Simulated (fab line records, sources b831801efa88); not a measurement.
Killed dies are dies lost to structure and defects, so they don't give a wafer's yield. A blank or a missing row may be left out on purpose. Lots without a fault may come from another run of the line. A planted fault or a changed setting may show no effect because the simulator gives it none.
Split-lot experiment | flow sky130 | 5 lots, 16 wafers read, on a route of 708 steps

THE SPLIT
At SKY_METAL2_METAL_ETCH_19 (etches the open film in Cl2/BCl3, stops on SiO2, target depth 360 nm, time 78 s), the setting icp_w was moved away from the recipe's 900 W on 6 of the 16 wafers read, by -8.4% to +11.9%. The other wafers ran this setting at the recipe's value.

The reading is taken at the split's own step.

THE READING
KrF-thick_of_METAL2_COAT_10.thk_nm (the simulator's own value, which no gauge read), in nm, at SKY_METAL2_METAL_ETCH_19 (etches the open film in Cl2/BCl3, stops on SiO2, target depth 360 nm, time 78 s). The file gives no usual value for it. The 10 wafers here that ran the recipe average 158.1 nm, standard deviation 1.9 nm.

wafer  | tool, chamber at the split | icp_w as run, W | against the recipe | KrF-thick_of_METAL2_COAT_10.thk_nm, nm | against lot-mates on the recipe
L077.1 | rie_metal-04, 1            | 900             | recipe             | 160.2                                  | -
L077.4 | rie_metal-04, 0            | 900             | recipe             | 158.9                                  | -
L077.5 | rie_metal-04, 1            | 900             | recipe             | 156.7                                  | -
L079.1 | rie_metal-04, 1            | 863.9           | -4.0%              | 163                                    | +7.9
L079.4 | rie_metal-04, 1            | 900             | recipe             | 155.1                                  | -
L079.5 | rie_metal-04, 0            | 863.9           | -4.0%              | 163.3                                  | +8.2
L082.4 | rie_metal-04, 1            | 900             | recipe             | 155.1                                  | -
L082.6 | rie_metal-04, 0            | 900             | recipe             | 159.5                                  | -
L083.3 | rie_metal-04, 0            | 900             | recipe             | 161                                    | -
L083.4 | rie_metal-04, 1            | 1007            | +11.9%             | 137.7                                  | -23.3
L083.6 | rie_metal-04, 0            | 1007            | +11.9%             | 138                                    | -23.0
L085.1 | rie_metal-04, 0            | 900             | recipe             | 158.9                                  | -
L085.2 | rie_metal-04, 1            | 824.2           | -8.4%              | 173.9                                  | +15.6
L085.4 | rie_metal-04, 1            | 900             | recipe             | 157.7                                  | -
L085.5 | rie_metal-04, 1            | 900             | recipe             | 158.2                                  | -
L085.6 | rie_metal-04, 0            | 824.2           | -8.4%              | 176.2                                  | +17.9

THE FIT
A straight line over all 16 wafers: KrF-thick_of_METAL2_COAT_10.thk_nm changes by -1.77 nm for each +1% of icp_w; r = -0.98; the points scatter about the line by 2 nm.
The same after taking each lot's own level away (the mean of its wafers on the recipe; 16 wafers): -1.97 nm for each +1%; r = -0.99; scatter 1.2 nm.
On that fit, the largest move of icp_w shifts the reading by 23 nm.
The lots' own levels span 155.10 to 161.00 nm, that is 3.1 times the standard deviation above.
So the lot-to-lot level changes the slope: the two fits differ.
Check: with one of the wafers moved furthest among these (+11.9%) left out of the fit, the line predicts -23.3 nm for it against its lot-mates. It came out at -23.3 nm against them.

OTHER SPLITS ON THESE WAFERS
These wafers also went through other splits before the reading. Each is held against what the fit with the lots' levels taken away leaves over:
other split on the same wafers             | wafers away from the commonest value | r with KrF-thick_of_METAL2_COAT_10.thk_nm (lot level and that fit taken away)
SKY_CONTACT_ETCH_16 bias_w                 | 6                                    | +0.18
SKY_CONTACT_SPUTTER_23 chamber_pressure_pa | 8                                    | +0.04
SKY_METAL1_SPUTTER_02 power_w              | 7                                    | -0.48
SKY_VIA1_ETCH_15 time_s                    | 7                                    | -0.31
SKY_METAL2_SPUTTER_02 time_s               | 2                                    | -0.19

THE WHOLE CHAIN: every reading that the file lists as answering this split, in the file's order
step                     | what it does                                                                    | reading                                                                             | change (the file's fit)              | r (the file's)
SKY_METAL2_METAL_ETCH_19 | etches the open film in Cl2/BCl3, stops on SiO2, target depth 360 nm, time 78 s | KrF-thick_of_METAL2_COAT_10.thk_nm (the simulator's own value, which no gauge read) | -1.97 nm for each +1% of the setting | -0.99
SKY_METAL2_STRIP_20      | strips in O2/N2                                                                 | strip_time_to_endpoint_s                                                            | withheld for each +1% of the setting | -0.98

THE FILE'S OWN FIT
KrF-thick_of_METAL2_COAT_10.thk_nm changes by -1.97 nm for each +1% of icp_w, r = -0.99.
